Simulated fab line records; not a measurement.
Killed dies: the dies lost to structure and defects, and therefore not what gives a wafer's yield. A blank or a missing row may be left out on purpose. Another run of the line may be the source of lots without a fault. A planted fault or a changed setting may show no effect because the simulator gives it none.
Matching of chambers -- flow gf180mcu -- GF_STI_CMP_25 on cmp-02 has 4 sister chambers
The step polishes, stops on Si3N4, t overpolish 33 s, target thk 524.6 nm. 14 wafers are shown with their chamber, then 7 later ones without.

## WAFERS PAIRED WITH THEIR CHAMBERS
wafer,chamber,motorCurrentA (A),timeToEndpointS (s),overpolishRunS (s)
L833.2,0,13.9,127,33.004
L833.3,3,12.2,113,32.999
L833.5,2,10.6,127,32.994
L835.3,1,9.6,119,32.988
L835.4,3,11.9,111,33.003
L835.6,1,10.7,117,32.997
L837.1,1,10.6,117,33.001
L837.2,3,12.8,110,33.008
L837.4,2,10.2,121,33.002
L841.2,3,11.6,110,32.999
L841.3,2,10.0,115,33.000
L841.4,1,10.5,111,32.991
L843.3,3,12.5,108,32.991
L843.5,2,10.7,116,33.023

SIGNATURES (averages over the wafers above)
reading,chamber 0,chamber 1,chamber 2,chamber 3,scatter within a chamber
motorCurrentA,13.900,10.350,10.375,12.200,0.447
timeToEndpointS,127.00,116.00,119.75,110.40,3.74
overpolishRunS,33.00400,32.99425,33.00475,33.00000,0.00859
Rule: for a wafer and a chamber, the distance is found by dividing, reading by reading, the gap between the wafer's reading and the chamber's mean by the reading's scatter, squaring, summing and taking the root. If the next closest chamber is less than 2 further off than the closest, the wafer can't be placed; otherwise it belongs to the closest. The scatter: take each reading less its chamber's mean, square it, sum over the shown wafers, divide by the number of wafers less the number of chambers, and take the root.

## WAFERS WHOSE CHAMBER IS MISSING
wafer,motorCurrentA (A),timeToEndpointS (s),overpolishRunS (s)
L843.6,11.0,114,33.007
L847.1,10.8,121,33.005
L847.3,11.6,110,32.999
L847.4,10.6,115,32.994
L853.1,13.6,114,32.988
L853.3,12.1,109,32.997
L853.6,12.3,106,33.009

## EACH ONE'S CHAMBER
wafer,from the rows above,in truth
L843.6,can't be placed: 2 or 1 or 3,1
L847.1,can't be placed: 2 or 1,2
L847.3,can't be placed: 3 or 1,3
L847.4,can't be placed: 1 or 2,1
L853.1,can't be placed: 3 or 0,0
L853.3,3,3
L853.6,3,3
Correctly placed: 2 of 7. These rows do not allow placing 5 (true chamber among the candidates in 5). Number placed wrongly: 0.
